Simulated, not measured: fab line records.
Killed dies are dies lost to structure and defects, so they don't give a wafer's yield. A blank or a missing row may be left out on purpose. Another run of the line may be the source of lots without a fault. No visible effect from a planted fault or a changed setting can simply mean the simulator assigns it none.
One fault through the eyes of 2 desks | flow gf180mcu | each desk has only its own numbers; what lay behind them comes last

== AT THE TOOL OWNER'S DESK: lithoTrack-03 ==
The tool's own readings at GF_V2_PEB_12 (peb time 90 s): means of the sampled wafers that have a number, for each lot that ran on this tool. Any lot whose mean is over 4 standard deviations away from the usual mean is out of limits and marked OUT; that distance is given in the brackets.
Columns: A = resistLineTempC at GF_V2_PEB_12, usual 23.00 C
lot  | first seen here | A
L510 | day 20 17:03    | 22.96
L512 | day 21 01:23    | 23.04
L513 | day 21 12:30    | 22.99
L517 | day 23 01:02    | 23.05
L528 | day 26 11:16    | 23.00
L527 | day 26 13:10    | 22.94
L532 | day 27 17:20    | 23.07
This desk's verdict: no lot among the 7 shows anything out of limits.

== AT THE METROLOGY DESK ==
What the gauges read for every lot (on any tool): the sampled wafers with a number, averaged. Any lot whose mean is over 4 standard deviations away from the usual mean is out of limits and marked OUT; that distance is given in the brackets.
Columns: A = cdNm at GF_V2_CD_MEAS_14, usual 260.1 nm
lot  | first seen here | A
L509 | day 20 01:47    | 259.3
L510 | day 20 17:50    | 260.0
L511 | day 20 18:45    | 261.2
L512 | day 21 01:43    | 262.2
L513 | day 21 12:50    | 259.2
L517 | day 23 01:22    | 262.0
L524 | day 25 18:08    | 261.0
L525 | day 25 18:48    | 261.2
L526 | day 26 01:56    | 259.7
L528 | day 26 11:37    | 260.8
L527 | day 26 13:31    | 261.3
L531 | day 27 05:47    | 259.0
L532 | day 27 17:40    | 259.5
This desk's verdict: no lot among the 13 shows anything out of limits.

== TAKEN TOGETHER ==
The tool owner's desk saw nothing out of limits.
From the metrology desk's view, nothing was out of limits.

== WHAT THE SIMULATOR HAD PUT IN ==
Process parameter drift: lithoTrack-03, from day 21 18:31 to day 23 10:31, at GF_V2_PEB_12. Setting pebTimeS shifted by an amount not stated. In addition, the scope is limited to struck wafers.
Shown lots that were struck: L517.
